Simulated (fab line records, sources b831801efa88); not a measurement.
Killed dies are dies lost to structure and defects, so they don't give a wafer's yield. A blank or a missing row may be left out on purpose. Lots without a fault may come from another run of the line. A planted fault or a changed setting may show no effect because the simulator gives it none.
fab line records | flow gf180mcu
record lots=5 wafers=15 last_day=34
route steps=602 shown HV_LDD@231 NSD@235 PSD@248 SAB@264
lots that met no fault: from a run of the same line without faults
start_h: hours from the record's first day to the start of the lot's first wafer shown | wait_h: hours since the lot's step before | " the same as in the row above | L1.1+2: a row that stands for several wafers | - no value, or no start given | * or withheld: withheld | < > ~ a bound
route shown NAME@n: a module of which the file shows steps, and the number in the route of the first | usual: mean/standard deviation of fault-free wafers | same: alike in all rows | chamber/n: place in a boat | sites: the reading at each site | _std_site: their standard deviation | _edge_site: outer sites' mean less inner sites' | radius_mm: how far each site lies from the wafer's centre | mask NAME#n: copy n | behind: the tool/chamber that last shaped the wafer | hold: why the lot was held/for how many hours/how that ended | device: the transistor (n, p or np) that didn't switch | end of line: the same wafers' tests at the end of the route | a step without rows: its recipe alone | killed: dies lost to structure and defects at the first sort, not the wafer's yield | map: a wafer's dies, x killed, . not, _ none there
set.NAME: the setting as run; set.NAME@STEP: as run at that earlier step | model.NAME: the simulator's own value behind a step, which no gauge read
lots at some steps of the route; a table a step, a row a wafer
services: from which hour (start_h, from the record's first day; less than 0 if before it) a tool's chamber was out of use, for how many hours, and why
## steps
# step GF_HV_LDD_THK_MEAS_55
# recipe reads=SiO2_of_HV_LDD_CVD_54
# usual HV_LDD_CVD_54_THK=10.03/0.14
# columns lot.wafer tool chamber start_h wait_h HV_LDD_CVD_54_THK[nm]
L074.1 film_metro-02 - 273.32 0.0 9.87
L074.5 " - " " 9.81
L074.6 " - " " 9.91
L081.2 film_metro-03 - 325.63 0.0 10.12
L081.5 " - " " 10.11
L081.6 " - " " 10.05
L082.1 film_metro-04 - 332.54 0.0 9.79
L082.4 " - " " 9.84
L082.5 " - " " 9.73
L085.1 film_metro-04 - 360.97 0.0 10.00
L085.2 " - " " 10.12
L085.4 " - " " 10.22
L096.3 film_metro-02 - 464.90 0.0 10.21
L096.5 " - " " 10.16
L096.6 " - " " 10.13
# step GF_HV_LDD_CVD_56
# recipe material=Si3N4 precursor=DCS/NH3 target_thk_nm=90 temp_c=770 time_s=1543 pressure_mtorr=250
# columns lot.wafer tool chamber start_h wait_h
L074.1+5+6 lpcvd-01 1 274.35 1.0
L081.2+5+6 lpcvd-01 0 325.68 0.0
L082.1+4+5 lpcvd-01 1 332.60 0.1
L085.1+2+4 lpcvd-01 0 361.03 0.1
L096.3+5+6 lpcvd-01 0 464.94 0.0
# step GF_HV_LDD_THK_MEAS_57
# recipe reads=Si3N4_of_HV_LDD_CVD_56
# usual HV_LDD_CVD_56_THK=90.0/0.75
# columns lot.wafer tool chamber start_h wait_h HV_LDD_CVD_56_THK[nm]
L074.1 film_metro-02 - 275.78 0.0 90.2
L074.5 " - " " 90.9
L074.6 " - " " 90.5
L081.2 film_metro-04 - 327.12 0.0 90.1
L081.5 " - " " 90.1
L081.6 " - " " 90.8
L082.1 film_metro-03 - 334.03 0.0 90.2
L082.4 " - " " 90.3
L082.5 " - " " 89.8
L085.1 film_metro-04 - 362.46 0.0 91.9
L085.2 " - " " 91.3
L085.4 " - " " 91.6
L096.3 film_metro-04 - 466.39 0.0 89.7
L096.5 " - " " 89.3
L096.6 " - " " 89.0
# step GF_HV_LDD_ETCHBACK_58
# recipe chemistry=CH3F/O2 target=Si3N4 stop_on=SiO2 source_w=400 bias_w=80 pressure_mtorr=25 ch3f_flow_sccm=40 O2_flow_sccm=30 time_s=100 target_depth_a=900
# usual drypump_motor_current_A=5.6/0.55 oes_product_au=0.843/0.0053 throttle_valve_pct=10.560/0.009
# columns lot.wafer tool chamber start_h wait_h drypump_motor_current_A oes_product_au rf_hours_counter_h throttle_valve_pct
L074.1 rie_diel-03 3 275.84 0.1 5.7 0.841 108 10.561
L074.5 " 1 " " 5.4 0.845 - 10.564
L074.6 " 2 " " 5.6 0.847 - 10.550
L081.2 rie_diel-04 0 327.17 0.0 5.8 0.844 2 10.554
L081.5 " 0 " " 5.7 0.844 - 10.577
L081.6 " 1 " " 5.7 0.845 - 10.556
L082.1 rie_diel-04 1 334.09 0.1 5.7 0.846 8 10.557
L082.4 " 3 " " 5.4 0.848 4 10.559
L082.5 " 3 " " 5.4 0.843 - 10.561
L085.1 rie_diel-03 1 362.52 0.1 5.5 0.846 90 10.566
L085.2 " 0 " " 4.8 0.850 94 10.554
L085.4 " 2 " " 5.6 0.858 52 10.553
L096.3 rie_diel-01 0 466.43 0.0 5.3 0.839 67 10.556
L096.5 " 1 " " 4.7 0.835 - 10.553
L096.6 " 0 " " 5.3 0.837 - 10.556
# step GF_NSD_DEHYDRATE_00
# recipe temp_c=200 time_s=60
# usual heater_power_total_W=160.35/0.12
# columns lot.wafer tool chamber start_h wait_h heater_power_total_W
L074.1 litho_track-03 0 285.47 9.6 160.32
L074.5 " 0 " " 160.39
L074.6 " 0 " " 160.18
L081.2 litho_track-01 0 336.63 9.4 160.35
L081.5 " 0 " " 160.37
L081.6 " 0 " " 160.50
L082.1 litho_track-03 0 344.17 10.0 160.34
L082.4 " 0 " " 160.20
L082.5 " 0 " " 160.33
L085.1 litho_track-01 0 373.25 10.7 160.24
L085.2 " 0 " " 160.31
L085.4 " 0 " " 160.40
L096.3 litho_track-02 0 478.22 11.8 160.50
L096.5 " 0 " " 160.41
L096.6 " 0 " " 160.23
# step GF_NSD_HMDS_01
# recipe prime_time_s=60 prime_temp_c=120
# columns lot.wafer tool chamber start_h wait_h
L074.1+5+6 litho_track-03 0 285.62 0.1
L081.2+5+6 litho_track-01 0 336.78 0.1
L082.1+4+5 litho_track-03 0 344.32 0.1
L085.1+2+4 litho_track-01 0 373.40 0.1
L096.3+5+6 litho_track-02 0 478.37 0.1
# step GF_NSD_COAT_02
# recipe resist=NOVOLAK spin_rpm=3000 resist_thk_nm=1000
# columns lot.wafer tool chamber start_h wait_h
L074.1+5+6 litho_track-03 0 285.77 0.1
L081.2+5+6 litho_track-01 0 336.93 0.1
L082.1+4+5 litho_track-03 0 344.47 0.1
L085.1+2+4 litho_track-01 0 373.55 0.1
L096.3+5+6 litho_track-02 0 478.52 0.1
# step GF_NSD_SOFTBAKE_03
# recipe temp_c=90 time_s=60 resist=NOVOLAK
# usual heater_power_total_W=56.59/0.046
# columns lot.wafer tool chamber start_h wait_h heater_power_total_W
L074.1 litho_track-03 0 285.92 0.1 56.59
L074.5 " 0 " " 56.55
L074.6 " 0 " " 56.61
L081.2 litho_track-01 0 337.08 0.1 56.58
L081.5 " 0 " " 56.55
L081.6 " 0 " " 56.62
L082.1 litho_track-03 0 344.62 0.1 56.66
L082.4 " 0 " " 56.61
L082.5 " 0 " " 56.69
L085.1 litho_track-01 0 373.70 0.1 56.60
L085.2 " 0 " " 56.60
L085.4 " 0 " " 56.58
L096.3 litho_track-02 0 478.67 0.1 56.62
L096.5 " 0 " " 56.55
L096.6 " 0 " " 56.63
# step GF_NSD_EXPOSE_04
# recipe mask_id=Nplus target_cd_nm=400 na=0.6 source_shape=conventional sigma_outer=0.6 dose_mj=140
# usual focus_offset_nm=0.0/0.49 stage_vel_mm_s=500.00/0.25
# columns lot.wafer tool chamber start_h wait_h mask focus_offset_nm stage_vel_mm_s
L074.1 iline_stepper-01 0 - - Nplus#0 -0.7 499.95
L074.5 " 0 " " Nplus#0 0.6 500.11
L074.6 " 0 " " Nplus#0 -0.5 499.60
L081.2 iline_stepper-01 0 - - Nplus#0 0.2 500.65
L081.5 " 0 " " Nplus#0 0.4 500.50
L081.6 " 0 " " Nplus#0 0.2 500.68
L082.1 iline_stepper-02 0 - - Nplus#0 0.5 500.01
L082.4 " 0 " " Nplus#0 0.0 499.92
L082.5 " 0 " " Nplus#0 -0.4 499.76
L085.1 iline_stepper-01 0 - - Nplus#0 0.2 499.79
L085.2 " 0 " " Nplus#0 0.6 499.84
L085.4 " 0 " " Nplus#0 -0.4 500.08
L096.3 iline_stepper-02 0 - - Nplus#0 -0.3 499.97
L096.5 " 0 " " Nplus#0 -0.5 499.49
L096.6 " 0 " " Nplus#0 -0.4 499.64
# step GF_NSD_PEB_05
# recipe temp_c=withheld time_s=* resist=NOVOLAK
# columns lot.wafer tool chamber start_h wait_h
L074.1+5+6 litho_track-01 0 - -
L081.2+5+6 litho_track-02 0 - -
L082.1+4+5 litho_track-03 0 - -
L085.1+2+4 litho_track-03 0 - -
L096.3+5+6 litho_track-03 0 - -
# step GF_NSD_DEVELOP_06
# recipe develop_time_s=60 dev_temp_c=23
# columns lot.wafer tool chamber start_h wait_h
L074.1+5+6 litho_track-01 0 295.26 0.1
L081.2+5+6 litho_track-02 0 347.70 0.1
L082.1+4+5 litho_track-03 0 354.92 0.1
L085.1+2+4 litho_track-03 0 385.12 0.1
L096.3+5+6 litho_track-03 0 489.92 0.1
# step GF_NSD_CD_MEAS_07
# recipe target_cd_nm=400
# usual cd_nm=400.4/2.2
# columns lot.wafer tool chamber start_h wait_h cd_nm
L074.1 cd_sem-02 - 295.41 0.1 398.8
L074.5 " - " " 399.8
L074.6 " - " " 398.9
L081.2 cd_sem-01 - 347.84 0.1 401.4
L081.5 " - " " 403.2
L081.6 " - " " 403.0
L082.1 cd_sem-01 - 355.07 0.1 399.5
L082.4 " - " " 399.2
L082.5 " - " " 399.5
L085.1 cd_sem-01 - 385.27 0.1 403.3
L085.2 " - " " 402.7
L085.4 " - " " 402.5
L096.3 cd_sem-02 - 490.06 0.1 398.2
L096.5 " - " " 398.6
L096.6 " - " " 400.9
# step GF_NSD_OVL_MEAS_08
# usual NSD_OVL=-0.5/1.2
# columns lot.wafer tool chamber start_h wait_h NSD_OVL[nm]
L074.1 overlay-01 - 295.53 0.1 -1.2
L074.5 " - " " -2.1
L074.6 " - " " -1.1
L081.2 overlay-02 - 347.95 0.1 -1.2
L081.5 " - " " -0.1
L081.6 " - " " 0.7
L082.1 overlay-01 - 355.19 0.1 -0.2
L082.4 " - " " 0.5
L082.5 " - " " -2.0
L085.1 overlay-01 - 385.39 0.1 -1.8
L085.2 " - " " -2.3
L085.4 " - " " -2.8
L096.3 overlay-02 - 490.15 0.1 0.5
L096.5 " - " " -0.5
L096.6 " - " " 0.8
# step GF_NSD_IMPLANT_09
# recipe species=As energy_kev=60 dose_cm2=4e+15 tilt_deg=7
# usual beam_energy_keV=60.004/0.017 end_station_pressure_torr=1.39e-05/7.6e-07
# columns lot.wafer tool chamber start_h wait_h beam_energy_keV end_station_pressure_torr
L074.1 implanter-01 0 295.56 0.0 59.981 1.42e-05
L074.5 " 0 " " 60.011 1.32e-05
L074.6 " 0 " " 60.019 1.4e-05
L081.2 implanter-01 0 348.00 0.0 60.016 1.39e-05
L081.5 " 0 " " 60.011 1.48e-05
L081.6 " 0 " " 59.997 1.24e-05
L082.1 implanter-03 0 355.22 0.0 59.995 1.46e-05
L082.4 " 0 " " 59.988 1.49e-05
L082.5 " 0 " " 60.010 1.45e-05
L085.1 implanter-01 0 385.42 0.0 60.016 1.38e-05
L085.2 " 0 " " 60.034 1.42e-05
L085.4 " 0 " " 60.018 1.32e-05
L096.3 implanter-04 0 490.22 0.1 60.007 1.31e-05
L096.5 " 0 " " 60.006 1.31e-05
L096.6 " 0 " " 60.013 1.44e-05
# step GF_NSD_IMPLANT_10
# recipe species=P energy_kev=40 dose_cm2=5e+14 tilt_deg=7
# usual beam_energy_keV=40.001/0.014 end_station_pressure_torr=7.3e-06/4e-07
# columns lot.wafer tool chamber start_h wait_h beam_energy_keV end_station_pressure_torr
L074.1 implanter-01 0 295.71 0.1 40.005 7e-06
L074.5 " 0 " " 40.022 7.5e-06
L074.6 " 0 " " 40.027 7.6e-06
L081.2 implanter-01 0 348.15 0.1 39.982 7.4e-06
L081.5 " 0 " " 39.993 6.6e-06
L081.6 " 0 " " 39.982 7.5e-06
L082.1 implanter-03 0 355.37 0.1 40.012 7.3e-06
L082.4 " 0 " " 39.995 7.7e-06
L082.5 " 0 " " 40.003 7e-06
L085.1 implanter-01 0 385.57 0.1 40.015 7.2e-06
L085.2 " 0 " " 40.024 7.2e-06
L085.4 " 0 " " 40.019 7.3e-06
L096.3 implanter-04 0 490.37 0.1 39.981 7.6e-06
L096.5 " 0 " " 39.997 7.9e-06
L096.6 " 0 " " 40.003 6.8e-06
# step GF_NSD_STRIP_11
# recipe chemistry=O2/N2 power_w=1400 pressure_mtorr=1500 platen_temp_c=250 o2_flow_sccm=3000 n2_flow_sccm=300 overash_fraction=0.5
# usual drypump_motor_current_A=5.6/0.35 heater_power_w=342/30 oes_product_au=0.487/0.0049 platen_temp_c=250.01/0.16 strip_time_to_endpoint_s=22.96/0.041
# columns lot.wafer tool chamber start_h wait_h drypump_motor_current_A heater_power_w oes_product_au platen_temp_c rf_hours_counter_h strip_time_to_endpoint_s
L074.1 plasma_asher-04 0 295.86 0.1 5.6 348 0.484 250.16 65 22.92
L074.5 " 1 " " 6.2 284 0.487 250.01 - 22.97
L074.6 " 0 " " 5.6 347 0.488 250.11 - 22.94
L081.2 plasma_asher-01 0 348.28 0.1 5.6 315 0.483 249.99 59 22.95
L081.5 " 1 " " 5.0 347 0.485 250.01 - 22.92
L081.6 " 0 " " 5.6 302 0.486 249.81 - 23.00
L082.1 plasma_asher-02 1 355.52 0.1 5.5 362 0.489 249.95 69 22.99
L082.4 " 1 " " 5.5 372 0.485 250.06 - 23.00
L082.5 " 1 " " 5.5 374 0.482 250.20 - 22.98
L085.1 plasma_asher-04 1 385.72 0.1 6.2 288 0.492 249.92 74 22.96
L085.2 " 0 " " 5.6 339 0.494 249.85 74 22.98
L085.4 " 1 " " 6.2 288 0.486 249.94 - 23.00
L096.3 plasma_asher-04 1 490.51 0.1 6.2 280 0.489 250.07 - 22.93
L096.5 " 0 " " 5.6 344 0.484 250.23 - 22.90
L096.6 " 1 " " 6.2 282 0.481 249.91 - 22.93
# step GF_NSD_TW_MEAS_12
# usual NSD_TW=4245/31
# columns lot.wafer tool chamber start_h wait_h NSD_TW
L074.1 film_metro-01 - 295.96 0.1 4245
L074.5 " - " " 4250
L074.6 " - " " 4246
L081.2 film_metro-04 - 348.39 0.1 4213
L081.5 " - " " 4213
L081.6 " - " " 4210
L082.1 film_metro-01 - 355.62 0.1 4241
L082.4 " - " " 4268
L082.5 " - " " 4251
L085.1 film_metro-03 - 385.82 0.1 4298
L085.2 " - " " 4275
L085.4 " - " " 4300
L096.3 film_metro-03 - 490.59 0.1 4308
L096.5 " - " " 4268
L096.6 " - " " 4266
# step GF_PSD_DEHYDRATE_00
# recipe temp_c=200 time_s=60
# usual heater_power_total_W=160.39/0.13
# columns lot.wafer tool chamber start_h wait_h heater_power_total_W
L074.1 litho_track-02 0 305.97 10.0 160.47
L074.5 " 0 " " 160.31
L074.6 " 0 " " 160.37
L081.2 litho_track-04 0 358.02 9.6 160.19
L081.5 " 0 " " 160.31
L081.6 " 0 " " 160.53
L082.1 litho_track-04 0 366.00 10.4 160.30
L082.4 " 0 " " 160.44
L082.5 " 0 " " 160.64
L085.1 litho_track-04 0 396.65 10.8 160.26
L085.2 " 0 " " 160.47
L085.4 " 0 " " 160.39
L096.3 litho_track-04 0 502.20 11.6 160.44
L096.5 " 0 " " 160.28
L096.6 " 0 " " 160.56
# step GF_PSD_HMDS_01
# recipe prime_time_s=60 prime_temp_c=120
# columns lot.wafer tool chamber start_h wait_h
L074.1+5+6 litho_track-02 0 306.12 0.1
L081.2+5+6 litho_track-04 0 358.17 0.1
L082.1+4+5 litho_track-04 0 366.15 0.1
L085.1+2+4 litho_track-04 0 396.80 0.1
L096.3+5+6 litho_track-04 0 502.35 0.1
# step GF_PSD_COAT_02
# recipe resist=NOVOLAK spin_rpm=2928 resist_thk_nm=1000
# columns lot.wafer tool chamber start_h wait_h
L074.1+5+6 litho_track-02 0 306.27 0.1
L081.2+5+6 litho_track-04 0 358.32 0.1
L082.1+4+5 litho_track-04 0 366.30 0.1
L085.1+2+4 litho_track-04 0 396.95 0.1
L096.3+5+6 litho_track-04 0 502.50 0.1
# step GF_PSD_SOFTBAKE_03
# recipe temp_c=90 time_s=60 resist=NOVOLAK
# usual heater_power_total_W=56.59/0.049
# columns lot.wafer tool chamber start_h wait_h heater_power_total_W
L074.1 litho_track-02 0 306.42 0.1 56.61
L074.5 " 0 " " 56.51
L074.6 " 0 " " 56.55
L081.2 litho_track-04 0 358.47 0.1 56.53
L081.5 " 0 " " 56.61
L081.6 " 0 " " 56.48
L082.1 litho_track-04 0 366.45 0.1 56.53
L082.4 " 0 " " 56.54
L082.5 " 0 " " 56.54
L085.1 litho_track-04 0 397.10 0.1 56.67
L085.2 " 0 " " 56.56
L085.4 " 0 " " 56.59
L096.3 litho_track-04 0 502.65 0.1 56.61
L096.5 " 0 " " 56.53
L096.6 " 0 " " 56.58
# step GF_PSD_EXPOSE_04
# recipe mask_id=Pplus target_cd_nm=400 na=0.6 source_shape=conventional sigma_outer=0.6 dose_mj=140
# usual focus_offset_nm=-0.1/0.57 stage_vel_mm_s=499.99/0.23
# columns lot.wafer tool chamber start_h wait_h mask focus_offset_nm stage_vel_mm_s
L074.1 iline_stepper-02 0 - - Pplus#0 0.3 499.82
L074.5 " 0 " " Pplus#0 -0.3 499.88
L074.6 " 0 " " Pplus#0 0.1 499.77
L081.2 iline_stepper-01 0 - - Pplus#0 0.6 499.57
L081.5 " 0 " " Pplus#0 -0.3 499.94
L081.6 " 0 " " Pplus#0 0.2 499.78
L082.1 iline_stepper-01 0 - - Pplus#0 0.5 499.55
L082.4 " 0 " " Pplus#0 0.0 500.07
L082.5 " 0 " " Pplus#0 0.3 499.79
L085.1 iline_stepper-02 0 - - Pplus#0 0.8 499.68
L085.2 " 0 " " Pplus#0 0.6 500.14
L085.4 " 0 " " Pplus#0 -0.2 500.20
L096.3 iline_stepper-01 0 - - Pplus#0 -0.1 500.32
L096.5 " 0 " " Pplus#0 1.1 500.06
L096.6 " 0 " " Pplus#0 0.2 500.24
# step GF_PSD_PEB_05
# recipe temp_c=withheld time_s=* resist=NOVOLAK
# columns lot.wafer tool chamber start_h wait_h
L074.1+5+6 litho_track-04 0 - -
L081.2+5+6 litho_track-02 0 - -
L082.1+4+5 litho_track-02 0 - -
L085.1+2+4 litho_track-02 0 - -
L096.3+5+6 litho_track-03 0 - -
# step GF_PSD_DEVELOP_06
# recipe develop_time_s=60 dev_temp_c=23
# columns lot.wafer tool chamber start_h wait_h
L074.1+5+6 litho_track-04 0 315.80 0.1
L081.2+5+6 litho_track-02 0 369.80 0.1
L082.1+4+5 litho_track-02 0 377.37 0.1
L085.1+2+4 litho_track-02 0 408.32 0.1
L096.3+5+6 litho_track-03 0 513.92 0.1
# step GF_PSD_CD_MEAS_07
# recipe target_cd_nm=400
# usual cd_nm=399.6/2.5
# columns lot.wafer tool chamber start_h wait_h cd_nm
L074.1 cd_sem-02 - 315.95 0.1 404.8
L074.5 " - " " 402.7
L074.6 " - " " 403.0
L081.2 cd_sem-02 - 369.94 0.1 397.0
L081.5 " - " " 396.1
L081.6 " - " " 396.1
L082.1 cd_sem-02 - 377.52 0.1 399.7
L082.4 " - " " 399.0
L082.5 " - " " 399.9
L085.1 cd_sem-02 - 408.47 0.1 398.5
L085.2 " - " " 398.6
L085.4 " - " " 398.2
L096.3 cd_sem-01 - 514.06 0.1 401.2
L096.5 " - " " 403.8
L096.6 " - " " 399.2
# step GF_PSD_OVL_MEAS_08
# usual PSD_OVL=-0.1/1.7
# columns lot.wafer tool chamber start_h wait_h PSD_OVL[nm]
L074.1 overlay-01 - 316.07 0.1 -1.2
L074.5 " - " " -1.0
L074.6 " - " " -2.1
L081.2 overlay-01 - 370.05 0.1 -1.9
L081.5 " - " " -1.9
L081.6 " - " " -3.4
L082.1 overlay-01 - 377.64 0.1 2.2
L082.4 " - " " 1.4
L082.5 " - " " 0.9
L085.1 overlay-02 - 408.59 0.1 -1.7
L085.2 " - " " -0.4
L085.4 " - " " -1.7
L096.3 overlay-01 - 514.15 0.1 1.3
L096.5 " - " " 3.3
L096.6 " - " " 1.9
# step GF_PSD_IMPLANT_09
# recipe species=BF2 energy_kev=40 dose_cm2=1.5e+15 tilt_deg=7
# usual beam_energy_keV=40.000/0.013 end_station_pressure_torr=1.17e-05/5.2e-07
# columns lot.wafer tool chamber start_h wait_h beam_energy_keV end_station_pressure_torr
L074.1 implanter-03 0 316.11 0.0 40.018 1.18e-05
L074.5 " 0 " " 40.003 1.2e-05
L074.6 " 0 " " 40.007 1.2e-05
L081.2 implanter-03 0 370.10 0.0 39.999 1.14e-05
L081.5 " 0 " " 40.016 1.16e-05
L081.6 " 0 " " 39.999 1.05e-05
L082.1 implanter-03 0 377.68 0.0 39.984 1.11e-05
L082.4 " 0 " " 40.002 1.1e-05
L082.5 " 0 " " 39.997 1.22e-05
L085.1 implanter-03 0 408.63 0.0 40.007 1.14e-05
L085.2 " 0 " " 40.010 1.11e-05
L085.4 " 0 " " 39.997 1.07e-05
L096.3 implanter-02 0 514.22 0.1 39.993 1.17e-05
L096.5 " 0 " " 39.987 1.15e-05
L096.6 " 0 " " 40.021 1.11e-05
# step GF_PSD_STRIP_10
# recipe chemistry=O2/N2 power_w=1400 pressure_mtorr=1500 platen_temp_c=250 o2_flow_sccm=3000 n2_flow_sccm=300 overash_fraction=0.5
# usual drypump_motor_current_A=5.7/0.38 heater_power_w=345/25 oes_product_au=0.593/0.0042 platen_temp_c=250.03/0.16 strip_time_to_endpoint_s=16.66/0.039
# columns lot.wafer tool chamber start_h wait_h drypump_motor_current_A heater_power_w oes_product_au platen_temp_c rf_hours_counter_h strip_time_to_endpoint_s
L074.1 plasma_asher-02 1 316.26 0.1 5.5 382 0.589 250.06 66 16.60
L074.5 " 1 " " 5.5 375 0.591 249.94 - 16.60
L074.6 " 0 " " 5.8 350 0.593 250.14 - 16.66
L081.2 plasma_asher-02 0 370.23 0.1 5.8 362 0.593 250.07 71 16.70
L081.5 " 1 " " 5.5 367 0.599 250.00 - 16.71
L081.6 " 0 " " 5.8 363 0.592 250.06 - 16.72
L082.1 plasma_asher-03 0 377.83 0.1 5.1 330 0.595 249.89 25 16.59
L082.4 " 1 " " 6.2 343 0.595 250.10 - 16.66
L082.5 " 1 " " 6.1 338 0.593 250.02 - 16.64
L085.1 plasma_asher-03 1 408.78 0.1 6.2 329 0.598 250.09 28 16.70
L085.2 " 0 " " 5.1 325 0.595 249.94 28 16.71
L085.4 " 0 " " 5.0 334 0.593 249.70 - 16.68
L096.3 plasma_asher-04 1 514.35 0.1 6.2 288 0.602 250.18 - 16.67
L096.5 " 1 " " 6.2 289 0.597 250.00 - 16.61
L096.6 " 0 " " 5.6 354 0.595 249.94 - 16.67
# step GF_PSD_TW_MEAS_11
# usual PSD_TW=3191/21
# columns lot.wafer tool chamber start_h wait_h PSD_TW
L074.1 film_metro-04 - 316.36 0.1 3164
L074.5 " - " " 3153
L074.6 " - " " 3159
L081.2 film_metro-04 - 370.34 0.1 3151
L081.5 " - " " 3169
L081.6 " - " " 3154
L082.1 film_metro-01 - 377.93 0.1 3180
L082.4 " - " " 3158
L082.5 " - " " 3178
L085.1 film_metro-01 - 408.88 0.1 3185
L085.2 " - " " 3216
L085.4 " - " " 3179
L096.3 film_metro-03 - 514.44 0.1 3205
L096.5 " - " " 3202
L096.6 " - " " 3237
# step GF_PSD_CLEAN_12
# recipe chemistry=SC1/SC2 mix=1:4:20 temp_c=70 time_s=150 dry=n2_spin
# columns lot.wafer tool chamber start_h wait_h
L074.1+5+6 wet_bench-04 3 316.42 0.1
L081.2+5+6 wet_bench-02 3 370.39 0.0
L082.1+4+5 wet_bench-03 1 377.99 0.1
L085.1+2+4 wet_bench-03 3 408.94 0.1
L096.3+5+6 wet_bench-02 2 514.48 0.0
# step GF_PSD_RTA_13
# recipe temp_c=1025 time_s=20 ambient=N2
# usual lamp_power_pct=33/3.9 wafer_temp_C_max=1032.3/1.6
# columns lot.wafer tool chamber start_h wait_h lamp_power_pct wafer_temp_C_max
L074.1 rtp_anneal-02 0 316.47 0.0 30 1032.3
L074.5 " 0 " " 30 1031.1
L074.6 " 0 " " 30 1033.3
L081.2 rtp_anneal-02 0 370.45 0.0 30 1032.2
L081.5 " 0 " " 30 1033.4
L081.6 " 0 " " 30 1033.3
L082.1 rtp_anneal-01 0 378.04 0.0 38 1030.8
L082.4 " 0 " " 38 1030.8
L082.5 " 0 " " 38 1031.9
L085.1 rtp_anneal-02 0 408.99 0.0 30 1033.1
L085.2 " 0 " " 30 1031.1
L085.4 " 0 " " 30 1032.3
L096.3 rtp_anneal-02 0 514.56 0.0 30 1034.6
L096.5 " 0 " " 30 1032.5
L096.6 " 0 " " 30 1032.4
# step GF_PSD_RS_MEAS_14
# recipe thk_meas_gauge=four-point-probe
# usual NSD_RS=46.15/0.083
# columns lot.wafer tool chamber start_h wait_h NSD_RS[ohm/sq]
L074.1 film_metro-03 - 316.55 0.1 46.11
L074.5 " - " " 46.15
L074.6 " - " " 46.06
L081.2 film_metro-03 - 370.54 0.1 46.04
L081.5 " - " " 46.18
L081.6 " - " " 46.12
L082.1 film_metro-01 - 378.12 0.1 46.32
L082.4 " - " " 46.23
L082.5 " - " " 46.20
L085.1 film_metro-03 - 409.07 0.1 46.16
L085.2 " - " " 46.21
L085.4 " - " " 46.21
L096.3 film_metro-04 - 514.66 0.1 46.16
L096.5 " - " " 46.20
L096.6 " - " " 46.09
# step GF_PSD_RS_MEAS_15
# recipe thk_meas_gauge=four-point-probe
# usual PSD_RS=108.62/0.28
# columns lot.wafer tool chamber start_h wait_h PSD_RS[ohm/sq]
L074.1 film_metro-03 - 316.67 0.1 108.65
L074.5 " - " " 108.61
L074.6 " - " " 108.27
L081.2 film_metro-03 - 370.66 0.1 108.71
L081.5 " - " " 108.62
L081.6 " - " " 108.42
L082.1 film_metro-01 - 378.24 0.1 109.13
L082.4 " - " " 108.91
L082.5 " - " " 109.06
L085.1 film_metro-03 - 409.19 0.1 108.55
L085.2 " - " " 108.56
L085.4 " - " " 108.86
L096.3 film_metro-04 - 514.78 0.1 108.11
L096.5 " - " " 108.29
L096.6 " - " " 108.17
# step GF_SAB_CVD_00
# recipe material=SiO2 target_thk_nm=50 precursor=TEOS temp_c=400 time_s=4.9302 rf_w=600
# usual heater_power_w=618/76
# columns lot.wafer tool chamber start_h wait_h heater_power_w
L074.1 pecvd-03 1 316.79 0.1 612
L074.5 " 2 " " 698
L074.6 " 1 " " 610
L081.2 pecvd-02 2 370.76 0.1 536
L081.5 " 2 " " 542
L081.6 " 1 " " 655
L082.1 pecvd-02 2 378.36 0.1 519
L082.4 " 1 " " 648
L082.5 " 2 " " 526
L085.1 pecvd-02 0 409.31 0.1 500
L085.2 " 1 " " 681
L085.4 " 1 " " 688
L096.3 pecvd-03 0 514.86 0.1 611
L096.5 " 1 " " 615
L096.6 " 0 " " 618
# step GF_SAB_THK_MEAS_01
# recipe reads=SiO2_of_SAB_CVD_00
# usual SAB_CVD_00_THK=50.4/0.65
# columns lot.wafer tool chamber start_h wait_h SAB_CVD_00_THK[nm]
L074.1 film_metro-01 - 316.81 0.0 49.6
L074.5 " - " " 50.6
L074.6 " - " " 50.6
L081.2 film_metro-02 - 370.79 0.0 50.4
L081.5 " - " " 51.4
L081.6 " - " " 50.5
L082.1 film_metro-02 - 378.38 0.0 50.0
L082.4 " - " " 50.8
L082.5 " - " " 51.3
L085.1 film_metro-01 - 409.33 0.0 51.0
L085.2 " - " " 50.0
L085.4 " - " " 51.2
L096.3 film_metro-03 - 514.90 0.0 50.5
L096.5 " - " " 51.1
L096.6 " - " " 50.5
# step GF_SAB_DEHYDRATE_02
# recipe temp_c=200 time_s=60
# usual heater_power_total_W=160.36/0.13
# columns lot.wafer tool chamber start_h wait_h heater_power_total_W
L074.1 litho_track-01 0 326.76 9.9 160.33
L074.5 " 0 " " 160.57
L074.6 " 0 " " 160.51
L081.2 litho_track-04 0 381.47 10.7 160.34
L081.5 " 0 " " 160.55
L081.6 " 0 " " 160.25
L082.1 litho_track-02 0 388.97 10.6 160.37
L082.4 " 0 " " 160.61
L082.5 " 0 " " 160.29
L085.1 litho_track-04 0 420.75 11.4 160.50
L085.2 " 0 " " 160.30
L085.4 " 0 " " 160.53
L096.3 litho_track-04 0 526.15 11.2 160.63
L096.5 " 0 " " 160.34
L096.6 " 0 " " 160.33
# step GF_SAB_HMDS_03
# recipe prime_time_s=60 prime_temp_c=120
# columns lot.wafer tool chamber start_h wait_h
L074.1+5+6 litho_track-01 0 326.91 0.1
L081.2+5+6 litho_track-04 0 381.62 0.1
L082.1+4+5 litho_track-02 0 389.12 0.1
L085.1+2+4 litho_track-04 0 420.90 0.1
L096.3+5+6 litho_track-04 0 526.30 0.1
# step GF_SAB_COAT_04
# recipe resist=NOVOLAK spin_rpm=3000 resist_thk_nm=1000
# columns lot.wafer tool chamber start_h wait_h
L074.1+5+6 litho_track-01 0 327.06 0.1
L081.2+5+6 litho_track-04 0 381.77 0.1
L082.1+4+5 litho_track-02 0 389.27 0.1
L085.1+2+4 litho_track-04 0 421.05 0.1
L096.3+5+6 litho_track-04 0 526.45 0.1
## services
# columns tool chamber start_h hours kind
iline_stepper-02 - 259.22 4.4 pm
pecvd-03 - 259.43 1.4 repair
iline_stepper-02 - 268.69 1.7 pm
plasma_asher-03 - 269.81 0.5 repair
implanter-01 - 270.02 5.9 repair
iline_stepper-02 - 270.94 16.0 repair
wet_bench-03 - 271.64 1.6 repair
implanter-03 - 271.68 0.8 repair
rie_diel-03 - 280.87 2.8 pm
implanter-01 - 281.08 2.5 pm
rie_diel-04 3 281.44 4.5 repair
iline_stepper-01 - 311.55 1.7 pm
iline_stepper-02 - 418.46 28.9 pm
plasma_asher-02 - 421.25 9.0 pm
pecvd-02 - 435.32 1.3 repair
plasma_asher-02 - 443.42 1.0 repair
pecvd-02 - 450.45 0.9 repair
iline_stepper-02 - 486.87 1.7 pm
lpcvd-01 - 487.69 2.8 pm
iline_stepper-02 - 498.96 2.4 repair
implanter-01 - 500.27 4.1 repair
plasma_asher-02 - 504.47 0.9 repair
pecvd-02 1 506.68 3.8 repair
implanter-03 - 518.71 22.6 repair
## key
fault none
